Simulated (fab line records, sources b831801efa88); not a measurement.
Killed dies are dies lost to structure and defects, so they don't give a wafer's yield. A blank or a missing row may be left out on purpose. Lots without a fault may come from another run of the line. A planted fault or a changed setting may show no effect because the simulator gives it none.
fab line records | flow sky130
record lots=15 wafers=45 last_day=50
route steps=708 shown FIELD_ISO@14 NWELL@78 PWDE@84 VT_ADJUST_HVTP@95
lots that met no fault: from a run of the same line without faults
start_h: hours from the record's first day to the start of the lot's first wafer shown | wait_h: hours since the lot's step before | " the same as in the row above | L1.1+2: a row that stands for several wafers | - no value, or no start given | * or withheld: withheld | < > ~ a bound
route shown NAME@n: a module of which the file shows steps, and the number in the route of the first | usual: mean/standard deviation of fault-free wafers | same: alike in all rows | chamber/n: place in a boat | sites: the reading at each site | _std_site: their standard deviation | _edge_site: outer sites' mean less inner sites' | radius_mm: how far each site lies from the wafer's centre | mask NAME#n: copy n | behind: the tool/chamber that last shaped the wafer | hold: why the lot was held/for how many hours/how that ended | device: the transistor (n, p or np) that didn't switch | end of line: the same wafers' tests at the end of the route | a step without rows: its recipe alone | killed: dies lost to structure and defects at the first sort, not the wafer's yield | map: a wafer's dies, x killed, . not, _ none there
set.NAME: the setting as run; set.NAME@STEP: as run at that earlier step | model.NAME: the simulator's own value behind a step, which no gauge read
steps of the route over a sample of lots; a table a step, a row a wafer
services: from which hour (start_h, from the record's first day; less than 0 if before it) a tool's chamber was out of use, for how many hours, and why
## steps
# step SKY_FIELD_ISO_CD_MEAS_13
# recipe target_cd_nm=150
# usual cd_nm=150.4/1.8
# columns lot.wafer tool chamber start_h wait_h cd_nm
L132.3 cd_sem-01 - 35.73 - 149.6
L132.5 " - " " 151.5
L132.6 " - " " 150.8
L134.1 cd_sem-01 - 44.26 - 150.0
L134.3 " - " " 148.5
L134.5 " - " " 149.5
L135.2 cd_sem-02 - 48.91 - 154.2
L135.4 " - " " 153.9
L135.5 " - " " 154.2
L137.1 cd_sem-02 - 61.09 - 151.7
L137.3 " - " " 151.1
L137.5 " - " " 151.7
L136.1 cd_sem-02 - 61.31 - 149.6
L136.3 " - " " 150.7
L136.4 " - " " 150.4
L138.1 cd_sem-01 - 68.16 - 150.6
L138.2 " - " " 148.6
L138.4 " - " " 151.2
L143.4 cd_sem-02 - 92.57 - 150.0
L143.5 " - " " 150.5
L143.6 " - " " 150.6
L144.1 cd_sem-02 - 96.31 - 152.7
L144.4 " - " " 150.0
L144.6 " - " " 151.6
L146.1 cd_sem-01 - 106.79 - 150.7
L146.4 " - " " 152.1
L146.6 " - " " 151.7
L147.2 cd_sem-02 - 112.78 - 147.3
L147.3 " - " " 147.6
L147.6 " - " " 149.0
L148.2 cd_sem-01 - 119.11 - 148.9
L148.3 " - " " 149.8
L148.5 " - " " 148.9
L149.2 cd_sem-01 - 122.48 - 147.9
L149.4 " - " " 149.3
L149.5 " - " " 148.9
L150.2 cd_sem-01 - 128.61 - 148.1
L150.4 " - " " 149.0
L150.6 " - " " 146.6
L151.2 cd_sem-01 - 133.51 - 149.2
L151.3 " - " " 151.0
L151.6 " - " " 150.4
L152.1 cd_sem-01 - 137.56 - 148.5
L152.4 " - " " 148.1
L152.5 " - " " 149.7
# step SKY_FIELD_ISO_ETCH_14
# recipe chemistry=N2/H2 target=BARC ion_energy_ev=200 source_w=500 bias_w=100 pressure_mtorr=30 n2_flow_sccm=100 h2_flow_sccm=200 stop_on=SiO2 time_s=45.9 target_depth_a=600
# usual drypump_motor_current_A=5.5/0.47 n2_flow_sccm=100.0/0.32 oes_product_au=0.856/0.0044 throttle_valve_pct=13.224/0.0088
# columns lot.wafer tool chamber start_h wait_h drypump_motor_current_A n2_flow_sccm oes_product_au rf_hours_counter_h throttle_valve_pct
L132.3 rie_diel-03 3 35.81 0.1 5.3 99.8 0.848 62 13.247
L132.5 " 1 " " 4.8 100.1 0.857 - 13.230
L132.6 " 2 " " 6.1 99.9 0.856 - 13.233
L134.1 rie_diel-04 2 44.38 0.1 5.1 100.1 0.860 135 13.224
L134.3 " 1 " " 6.3 99.9 0.856 12 13.215
L134.5 " 0 " " 5.0 100.0 0.861 - 13.227
L135.2 rie_diel-04 1 49.01 0.1 6.2 100.5 0.856 12 13.226
L135.4 " 2 " " 5.1 100.1 0.854 135 13.231
L135.5 " 3 " " 5.5 100.4 0.850 - 13.227
L137.1 rie_diel-04 1 61.21 0.1 6.3 100.0 0.857 12 13.224
L137.3 " 0 " " 5.0 99.7 0.858 57 13.225
L137.5 " 1 " " 6.3 100.4 0.858 - 13.226
L136.1 rie_diel-03 1 61.43 0.1 4.8 100.1 0.865 4 13.217
L136.3 " 2 " " 6.1 99.8 0.851 86 13.242
L136.4 " 3 " " 5.4 99.8 0.855 62 13.213
L138.1 rie_diel-04 0 68.28 0.1 5.1 99.8 0.851 58 13.231
L138.2 " 1 " " 6.2 100.1 0.862 12 13.221
L138.4 " 2 " " 5.1 100.0 0.862 136 13.228
L143.4 rie_diel-02 3 92.63 0.0 5.0 100.0 0.856 6 13.209
L143.5 " 0 " " 5.9 99.9 0.858 - 13.231
L143.6 " 3 " " 5.0 100.4 0.857 - 13.209
L144.1 rie_diel-04 2 96.43 0.1 5.1 100.2 0.851 136 13.217
L144.4 " 1 " " 6.3 99.6 0.856 13 13.241
L144.6 " 2 " " 5.1 99.8 0.855 - 13.235
L146.1 rie_diel-04 0 106.91 0.1 5.0 100.3 0.861 58 13.234
L146.4 " 0 " " 5.0 100.2 0.849 - 13.216
L146.6 " 2 " " 5.1 99.8 0.853 - 13.229
L147.2 rie_diel-04 0 112.88 0.1 5.0 100.3 0.855 58 13.227
L147.3 " 2 " " 5.1 99.9 0.863 137 13.214
L147.6 " 3 " " 5.5 100.3 0.859 - 13.220
L148.2 rie_diel-03 1 119.21 0.1 4.8 99.2 0.860 5 13.229
L148.3 " 0 " " 6.2 99.4 0.853 41 13.212
L148.5 " 1 " " 4.8 99.4 0.854 - 13.230
L149.2 rie_diel-04 2 122.58 0.1 5.2 100.2 0.860 137 13.200
L149.4 " 0 " " 5.0 100.1 0.856 59 13.223
L149.5 " 0 " " 5.0 100.0 0.862 - 13.230
L150.2 rie_diel-02 2 128.71 0.1 5.6 100.7 0.848 7 13.223
L150.4 " 0 " " 5.9 100.2 0.856 84 13.219
L150.6 " 0 " " 5.9 99.9 0.857 - 13.227
L151.2 rie_diel-04 1 133.61 0.1 6.3 99.6 0.851 13 13.201
L151.3 " 3 " " 5.4 99.7 0.853 66 13.222
L151.6 " 0 " " 5.0 99.8 0.844 - 13.214
L152.1 rie_diel-02 1 137.68 0.1 5.9 99.9 0.861 59 13.214
L152.4 " 0 " " 5.9 99.7 0.857 85 13.215
L152.5 " 0 " " 5.9 100.1 0.845 - 13.230
# step SKY_NWELL_STRIP_25
# recipe chemistry=O2/N2 power_w=1400 pressure_mtorr=1500 platen_temp_c=withheld o2_flow_sccm=3000 n2_flow_sccm=300 overash_fraction=0.5
# usual chamber_pressure_mTorr=1500.1/1.5 drypump_motor_current_A=5.7/0.64 n2_flow_sccm=300.1/0.9 oes_product_au=0.722/0.0046 strip_time_to_endpoint_s=36.92/0.12
# columns lot.wafer tool chamber start_h wait_h chamber_pressure_mTorr drypump_motor_current_A n2_flow_sccm oes_product_au rf_hours_counter_h strip_time_to_endpoint_s
L132.3 plasma_asher-02 1 113.11 0.1 1501.6 6.4 299.5 0.722 - 36.80
L132.5 " 1 " " 1502.1 6.5 298.7 0.716 - 36.83
L132.6 " 0 " " 1500.3 5.8 301.2 0.716 - 36.91
L134.1 plasma_asher-02 1 123.00 0.1 1500.0 6.4 300.0 0.711 44 36.80
L134.3 " 1 " " 1500.5 6.5 299.9 0.722 - 36.88
L134.5 " 1 " " 1496.1 6.4 300.8 0.715 - 36.86
L135.2 plasma_asher-01 1 126.15 0.1 - - - - - -
L135.4 " 1 " " - - - - - -
L135.5 " 1 " " - - - - - -
L137.1 plasma_asher-04 0 141.87 0.1 - - - - - -
L137.3 " 1 " " - - - - - -
L137.5 " 0 " " - - - - - -
L136.1 plasma_asher-04 0 142.70 0.1 - - - - - -
L136.3 " 0 " " - - - - - -
L136.4 " 1 " " - - - - - -
L138.1 plasma_asher-04 1 150.00 0.1 1500.9 4.9 300.9 0.724 3 36.83
L138.2 " 0 " " 1501.2 6.4 299.9 0.724 3 36.76
L138.4 " 0 " " 1499.8 6.4 301.1 0.722 - 36.76
L143.4 plasma_asher-04 0 178.58 0.1 1500.0 6.4 300.1 0.723 - 36.98
L143.5 " 0 " " 1500.1 6.4 299.8 0.713 - 36.96
L143.6 " 1 " " 1502.5 4.9 300.4 0.714 - 36.85
L144.1 plasma_asher-02 1 182.72 0.1 1497.6 6.4 301.5 0.725 49 36.87
L144.4 " 1 " " 1500.0 6.5 300.8 0.723 - 36.87
L144.6 " 1 " " 1500.7 6.4 302.0 0.726 - 36.84
L146.1 plasma_asher-02 0 195.05 0.1 1499.3 5.8 299.9 0.721 50 37.18
L146.4 " 0 " " 1500.6 5.8 301.2 0.717 - 37.09
L146.6 " 1 " " 1498.6 6.5 300.4 0.729 - 37.14
L147.2 plasma_asher-01 0 199.60 0.1 1498.3 4.8 299.9 0.712 53 37.00
L147.3 " 0 " " 1501.4 4.8 299.7 0.729 - 37.06
L147.6 " 1 " " 1499.3 5.0 300.0 0.717 - 37.03
L148.2 plasma_asher-02 1 206.35 0.1 1500.1 6.5 298.3 0.728 51 37.07
L148.3 " 0 " " 1499.2 5.8 299.8 0.722 - 37.06
L148.5 " 0 " " 1501.0 5.8 298.1 0.718 - 37.06
L149.2 plasma_asher-02 1 210.95 0.1 1500.6 6.4 300.1 0.721 52 37.00
L149.4 " 0 " " 1501.3 5.8 300.8 0.726 - 36.96
L149.5 " 0 " " 1500.1 5.8 301.6 0.723 - 36.99
L150.2 plasma_asher-01 1 219.55 0.1 1500.4 5.0 301.0 0.725 55 36.97
L150.4 " 1 " " 1501.7 5.0 300.3 0.721 - 37.05
L150.6 " 1 " " 1498.1 5.0 299.6 0.721 - 36.91
L151.2 plasma_asher-04 1 225.10 0.1 1500.9 5.0 300.1 0.720 10 37.00
L151.3 " 1 " " 1501.6 4.9 300.2 0.716 - 36.81
L151.6 " 0 " " 1500.1 6.4 300.5 0.722 - 36.80
L152.1 plasma_asher-02 1 229.70 0.1 1498.9 6.4 300.4 0.725 53 36.95
L152.4 " 0 " " 1499.8 5.8 298.4 0.723 - 37.07
L152.5 " 0 " " 1499.5 5.8 298.6 0.717 - 37.09
# step SKY_NWELL_RS_MEAS_31
# recipe thk_meas_gauge=four-point-probe
# usual PWDE_RS=5269/24
# columns lot.wafer tool chamber start_h wait_h PWDE_RS[ohm/sq]
L132.3 film_metro-04 - 113.66 0.1 5225
L132.5 " - " " 5222
L132.6 " - " " 5232
L134.1 film_metro-04 - 123.55 0.1 5285
L134.3 " - " " 5262
L134.5 " - " " 5271
L135.2 film_metro-04 - 126.72 0.1 5295
L135.4 " - " " 5276
L135.5 " - " " 5288
L137.1 film_metro-03 - 142.42 0.1 5254
L137.3 " - " " 5251
L137.5 " - " " 5255
L136.1 film_metro-04 - 143.25 0.1 5220
L136.3 " - " " 5230
L136.4 " - " " 5248
L138.1 film_metro-03 - 150.55 0.1 5278
L138.2 " - " " 5298
L138.4 " - " " 5297
L143.4 film_metro-03 - 179.16 0.1 5248
L143.5 " - " " 5240
L143.6 " - " " 5236
L144.1 film_metro-04 - 183.27 0.1 5278
L144.4 " - " " 5263
L144.6 " - " " 5286
L146.1 film_metro-03 - 195.60 0.1 5285
L146.4 " - " " 5278
L146.6 " - " " 5275
L147.2 film_metro-03 - 200.17 0.1 5281
L147.3 " - " " 5256
L147.6 " - " " 5284
L148.2 film_metro-04 - 206.92 0.1 5275
L148.3 " - " " 5269
L148.5 " - " " 5263
L149.2 film_metro-03 - 211.52 0.1 5250
L149.4 " - " " 5292
L149.5 " - " " 5267
L150.2 film_metro-04 - 220.12 0.1 5271
L150.4 " - " " 5288
L150.6 " - " " 5283
L151.2 film_metro-03 - 225.67 0.1 5259
L151.3 " - " " 5253
L151.6 " - " " 5245
L152.1 film_metro-03 - 230.25 0.1 5243
L152.4 " - " " 5263
L152.5 " - " " 5252
# step SKY_VT_ADJUST_HVTP_STRIP_10
# recipe chemistry=O2/N2 power_w=1400 pressure_mtorr=1500 platen_temp_c=withheld o2_flow_sccm=3000 n2_flow_sccm=300 overash_fraction=0.5
# usual chamber_pressure_mTorr=1500.0/1.4 drypump_motor_current_A=5.5/0.64 n2_flow_sccm=299.9/0.93 oes_product_au=0.715/0.0044 strip_time_to_endpoint_s=14.17/0.045
# columns lot.wafer tool chamber start_h wait_h chamber_pressure_mTorr drypump_motor_current_A n2_flow_sccm oes_product_au rf_hours_counter_h strip_time_to_endpoint_s
L132.3 plasma_asher-03 0 132.88 0.1 1501.3 6.0 300.2 0.719 - 14.17
L132.5 " 1 " " 1500.3 6.0 299.8 0.709 - 14.17
L132.6 " 0 " " 1500.0 6.0 300.7 0.720 - 14.20
L134.1 plasma_asher-03 1 142.29 0.1 1502.2 6.0 299.7 0.713 34 14.12
L134.3 " 0 " " 1498.3 6.0 298.4 0.708 - 14.11
L134.5 " 0 " " 1500.9 6.0 299.9 0.714 - 14.08
L135.2 plasma_asher-01 1 145.74 0.1 1498.7 5.0 300.1 0.728 48 58.77
L135.4 " 1 " " 1500.5 5.0 300.7 0.719 - 58.73
L135.5 " 0 " " 1502.0 4.8 300.0 0.730 - 58.78
L137.1 plasma_asher-01 1 162.07 0.1 1499.5 5.0 299.0 0.723 50 58.61
L137.3 " 1 " " 1500.7 5.0 298.8 0.723 - 58.54
L137.5 " 1 " " 1500.7 5.0 298.4 0.731 - 58.71
L136.1 plasma_asher-01 0 163.02 0.1 1498.7 4.8 299.0 0.727 50 58.77
L136.3 " 0 " " 1500.6 4.8 300.5 0.728 - 58.62
L136.4 " 1 " " 1500.6 5.0 299.6 0.736 - 58.77
L138.1 plasma_asher-03 1 170.04 0.1 1499.9 6.1 299.4 0.711 37 14.16
L138.2 " 0 " " 1502.1 6.0 299.7 0.723 37 14.13
L138.4 " 1 " " 1499.7 6.0 300.3 0.716 - 14.12
L143.4 plasma_asher-04 0 199.78 0.1 1498.3 6.4 299.6 0.712 - 14.15
L143.5 " 1 " " 1503.2 4.9 300.3 0.714 - 14.18
L143.6 " 0 " " 1495.8 6.4 299.2 0.710 - 14.17
L144.1 plasma_asher-04 1 204.22 0.1 1501.8 4.9 300.1 0.714 8 14.19
L144.4 " 1 " " 1501.9 4.9 300.3 0.720 - 14.20
L144.6 " 1 " " 1500.6 4.9 299.6 0.715 - 14.22
L146.1 plasma_asher-04 0 216.47 0.1 1500.4 6.4 298.9 0.717 9 14.16
L146.4 " 0 " " 1499.5 6.3 300.0 0.719 - 14.21
L146.6 " 1 " " 1498.5 4.9 299.5 0.709 - 14.19
L147.2 plasma_asher-03 1 221.94 0.2 1499.6 6.0 300.9 0.728 42 14.15
L147.3 " 1 " " 1500.1 6.0 300.3 0.714 - 14.15
L147.6 " 0 " " 1501.3 6.0 300.6 0.719 - 14.13
L148.2 plasma_asher-04 0 228.82 0.1 1500.7 6.3 298.7 0.719 11 14.19
L148.3 " 1 " " 1497.7 5.0 301.0 0.712 - 14.23
L148.5 " 0 " " 1500.0 6.3 298.9 0.716 - 14.17
L149.2 plasma_asher-04 1 234.22 0.1 1500.4 4.9 301.4 0.714 11 14.19
L149.4 " 1 " " 1501.1 5.0 301.3 0.711 - 14.17
L149.5 " 1 " " 1499.0 5.0 301.4 0.712 - 14.20
L150.2 plasma_asher-03 1 243.57 0.1 1499.1 6.0 298.2 0.715 44 14.23
L150.4 " 0 " " 1499.6 6.0 299.5 0.711 - 14.22
L150.6 " 0 " " 1502.0 6.0 299.0 0.717 - 14.21
L151.2 plasma_asher-04 1 248.19 0.1 1498.0 4.9 300.3 0.713 12 14.26
L151.3 " 1 " " 1499.2 4.9 299.5 0.709 - 14.27
L151.6 " 0 " " 1499.5 6.4 300.8 0.718 - 14.30
L152.1 plasma_asher-04 1 253.49 0.1 1498.3 4.9 300.2 0.721 13 14.15
L152.4 " 1 " " 1500.9 5.0 300.6 0.718 - 14.15
L152.5 " 1 " " 1498.3 5.0 300.1 0.708 - 14.17
# step SKY_VT_ADJUST_HVTP_TW_MEAS_11
# usual VT_ADJUST_HVTP_TW=1354/8.7
# columns lot.wafer tool chamber start_h wait_h VT_ADJUST_HVTP_TW
L132.3 film_metro-04 - 132.96 0.1 1349
L132.5 " - " " 1350
L132.6 " - " " 1349
L134.1 film_metro-01 - 142.39 0.1 1351
L134.3 " - " " 1352
L134.5 " - " " 1339
L135.2 film_metro-01 - 145.85 0.1 30
L135.4 " - " " 30
L135.5 " - " " 30
L137.1 film_metro-04 - 162.17 0.1 30
L137.3 " - " " 30
L137.5 " - " " 30
L136.1 film_metro-02 - 163.12 0.1 30
L136.3 " - " " 30
L136.4 " - " " 30
L138.1 film_metro-01 - 170.14 0.1 1355
L138.2 " - " " 1356
L138.4 " - " " 1343
L143.4 film_metro-02 - 199.87 0.1 1366
L143.5 " - " " 1370
L143.6 " - " " 1358
L144.1 film_metro-04 - 204.32 0.1 1349
L144.4 " - " " 1342
L144.6 " - " " 1345
L146.1 film_metro-02 - 216.57 0.1 1363
L146.4 " - " " 1361
L146.6 " - " " 1352
L147.2 film_metro-04 - 222.05 0.1 1351
L147.3 " - " " 1355
L147.6 " - " " 1355
L148.2 film_metro-04 - 228.93 0.1 1346
L148.3 " - " " 1352
L148.5 " - " " 1354
L149.2 film_metro-02 - 234.33 0.1 1370
L149.4 " - " " 1359
L149.5 " - " " 1355
L150.2 film_metro-02 - 243.72 0.1 1361
L150.4 " - " " 1353
L150.6 " - " " 1362
L151.2 film_metro-04 - 248.30 0.1 1352
L151.3 " - " " 1345
L151.6 " - " " 1343
L152.1 film_metro-04 - 253.59 0.1 1344
L152.4 " - " " 1347
L152.5 " - " " 1359
## services
# columns tool chamber start_h hours kind
rie_diel-04 0 17.20 11.4 repair
rie_diel-02 1 17.64 5.7 repair
rie_diel-02 2 37.84 6.7 repair
plasma_asher-03 - 42.69 2.0 repair
rie_diel-03 - 47.76 2.4 repair
plasma_asher-02 - 57.62 5.4 repair
rie_diel-04 2 92.82 2.4 repair
rie_diel-04 1 101.11 8.1 repair
plasma_asher-04 - 108.75 9.0 pm
plasma_asher-04 0 108.75 9.0 vent_cycle
plasma_asher-04 1 108.75 9.0 vent_cycle
plasma_asher-04 0 117.75 - clean
plasma_asher-04 1 117.75 - clean
plasma_asher-03 - 124.72 0.8 repair
plasma_asher-04 - 129.69 4.3 repair
plasma_asher-02 - 136.99 0.6 repair
plasma_asher-02 - 139.60 2.8 repair
rie_diel-02 - 152.96 1.2 repair
rie_diel-02 1 158.18 9.2 repair
plasma_asher-02 - 167.38 2.8 pm
plasma_asher-04 - 189.91 2.8 pm
rie_diel-03 0 233.22 5.6 repair
rie_diel-04 2 246.00 - clean
rie_diel-04 2 246.00 23.3 scheduled_down
## key
first_sign step=SKY_NWELL_STRIP_25 reading=tool_record direction=missing
effect step=SKY_VT_ADJUST_HVTP_STRIP_10 reading=strip_time_to_endpoint_s direction=up sigmas=99+ usual=* struck=*
effect step=SKY_VT_ADJUST_HVTP_TW_MEAS_11 reading=VT_ADJUST_HVTP_TW direction=down sigmas=99+ usual=1354 struck=30
met_at SKY_NWELL_STRIP_25
struck_lots L135,L136,L137
sort_left_out L135.2,L135.4,L135.5,L136.1,L136.3,L136.4,L137.1,L137.3,L137.5
tester_left_out L135,L136,L137
not_acting_at SKY_FIELD_ISO_CD_MEAS_13,SKY_FIELD_ISO_ETCH_14,SKY_NWELL_RS_MEAS_31
fault kind=skipped_step_whole tool=plasma_asher-01,plasma_asher-04 chamber=- onset_h=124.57 steps=SKY_NWELL_STRIP_25 scope=struck_lots_only
# tester_left_out: of these lots the tester's yield and bins aren't shown, on N5 and GAA mostly nor the transistor test; their killed dies are dies lost to structure and defects alone, not to doping, threshold or leakage, so they don't give the yield
# sort_left_out: the simulated sort isn't trusted on such a fault, so these wafers' sort isn't shown, and their yield isn't known
